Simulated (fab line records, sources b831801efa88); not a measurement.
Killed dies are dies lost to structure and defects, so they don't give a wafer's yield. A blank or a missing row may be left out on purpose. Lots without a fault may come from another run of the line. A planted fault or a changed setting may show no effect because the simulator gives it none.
Problem report in the 8D (eight disciplines) form, filled by code | flow sky130 | the parts of the form that need people (team, actions taken, sign-off) are left out

1. THE PROBLEM
killed_at_front_end at SKY_PAD_OPEN_PROBE_99 reads a mean of 42 on 3 wafers of 2 lots; wafers without a fault read 16 with a standard deviation of 4.2. That is +6.3 standard deviations from the usual mean.
First seen on wafer L784.2, day 47 08:51, on prober-01. The record holds 39 wafers of 13 lots with a number at this step. Rule for "out", or "out of limits": more than 4 standard deviations from the usual mean. The other wafers with a number count as sound.

2. WHAT IT IS AND WHAT IT IS NOT
question                    | is                     | is not
which readings at this step | killed_at_front_end    | killed_at_M0_to_M3, killed_at_M4_up, killed_at_contacts, killed_at_other, killed_open, killed_short
which lots                  | L784, L788             | L779, L780, L782, L783, L786, L794, L797, L798, L799, L800, L802
which wafers of those lots  | L784.2, L784.3, L788.6 | L784.5, L788.4, L788.5
read on which tools         | prober-01, prober-02   | -
when                        | from day 47 08:51      | up to then (12 sound wafers); but 24 sound wafers of L784, L786, L788, L794, L797, L798, L799, L800, L802 came after

3. SUSPECTS, AND WHAT RULES EACH OUT
Counting: a tool at a process step up to the reading stays a suspect if it ran every lot that is out. Sound lots after the first of them don't rule it out here, since some wafers of a struck lot are sound.
- plasma_asher-04 at SKY_NWELL_STRIP_25 (strips in O2/N2): kept. It ran every lot that is out, first L784 (day 6 22:29); its last sound lot up to then is L783 (day 6 14:22).
- Within plasma_asher-04 at SKY_NWELL_STRIP_25: the wafers that are out ran in chamber 1; their sound lot-mates ran in chamber 0.
Left after counting: plasma_asher-04 at SKY_NWELL_STRIP_25.

4. THE CAUSE (what the simulator had put in)
Chamber particle source: plasma_asher-04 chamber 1, from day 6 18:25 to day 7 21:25, at SKY_NWELL_STRIP_25. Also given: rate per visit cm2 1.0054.
Counting left only this tool.

5. THE CHAIN OF EFFECTS, in route order
Each row: a reading whose mean over the struck wafers that have a number lies more than 3 standard deviations from the usual. Only readings for which the record gives a usual standard deviation are gone through. hours: the time from each lot's start at the first step in this table that gives one to its start at this step, as a median over the lots. sigmas: the change in usual standard deviations.
hours | step                  | reading             | usual | on struck wafers | change | sigmas
0     | SKY_PAD_OPEN_PROBE_99 | killed_at_front_end | 16    | 42               | +26    | +6.3
The process steps in it:
- SKY_PAD_OPEN_PROBE_99

6. WHAT WOULD HAVE CAUGHT IT SOONER
In this record the first reading out of limits was taken at day 47 08:51, 974 hours after the fault began at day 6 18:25.
Of the tool readings at SKY_NWELL_STRIP_25 for which the record gives a usual standard deviation, none was out on any struck wafer, so an alarm limit of 4 standard deviations on them would not have fired.
All the lots that are out (2) had begun SKY_NWELL_STRIP_25 on plasma_asher-04 by day 47 08:51. A hold on the tool at that time would have spared none of them.
